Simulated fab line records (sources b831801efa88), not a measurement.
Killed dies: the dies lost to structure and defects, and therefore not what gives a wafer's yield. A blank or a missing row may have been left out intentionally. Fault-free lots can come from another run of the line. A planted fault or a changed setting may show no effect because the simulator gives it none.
Matching of chambers ; flow gf180mcu ; GF_V5_CMP_26 on cmp-01: 4 sister chambers
The step polishes, stops on SiO2, t overpolish 15 s, target thk 0 nm. 8 wafers are shown with their chamber, then 8 later ones without.

WAFERS, EACH WITH ITS CHAMBER
wafer;chamber;motor_current_A (A);time_to_endpoint_s (s)
L538.5;3;9.1;82
L549.2;0;12.6;88
L549.4;2;9.3;84
L549.6;2;9.1;85
L550.4;3;9.3;85
L550.5;0;12.3;91
L550.6;1;12.4;84
L551.1;1;11.8;84

WAFERS WITHOUT THEIR CHAMBER
wafer;motor_current_A (A);time_to_endpoint_s (s)
L551.5;12.8;85
L551.6;9.6;81
L552.1;12.4;84
L552.2;8.7;82
L552.3;12.2;86
L554.1;9.0;85
L554.2;12.7;86
L554.3;11.7;85

EACH ONE'S CHAMBER
wafer;from the rows above;in truth
L551.5;can't be placed: 1 or 0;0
L551.6;can't be placed: 3 or 2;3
L552.1;1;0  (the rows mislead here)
L552.2;can't be placed: 3 or 2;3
L552.3;can't be placed: 1 or 0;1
L554.1;can't be placed: 2 or 3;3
L554.2;can't be placed: 0 or 1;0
L554.3;1;1
Correctly placed: 1 of 8. These rows do not allow placing 6 (true chamber among the candidates in 6). Wrongly placed: 1.
How it was worked out, from the rows above alone: a wafer's distance from a chamber is the root of the sum, over the readings, of the square of ((its reading less the chamber's mean) divided by the reading's scatter). The wafer belongs to the nearest chamber; if the next one is less than 2 further off, it can't be placed. The mean given for a chamber averages the wafers shown for that chamber. How the scatter is found: for the shown wafers, subtract from each reading the mean of its chamber, square and add these, divide the total by (wafers less chambers), then take the root.
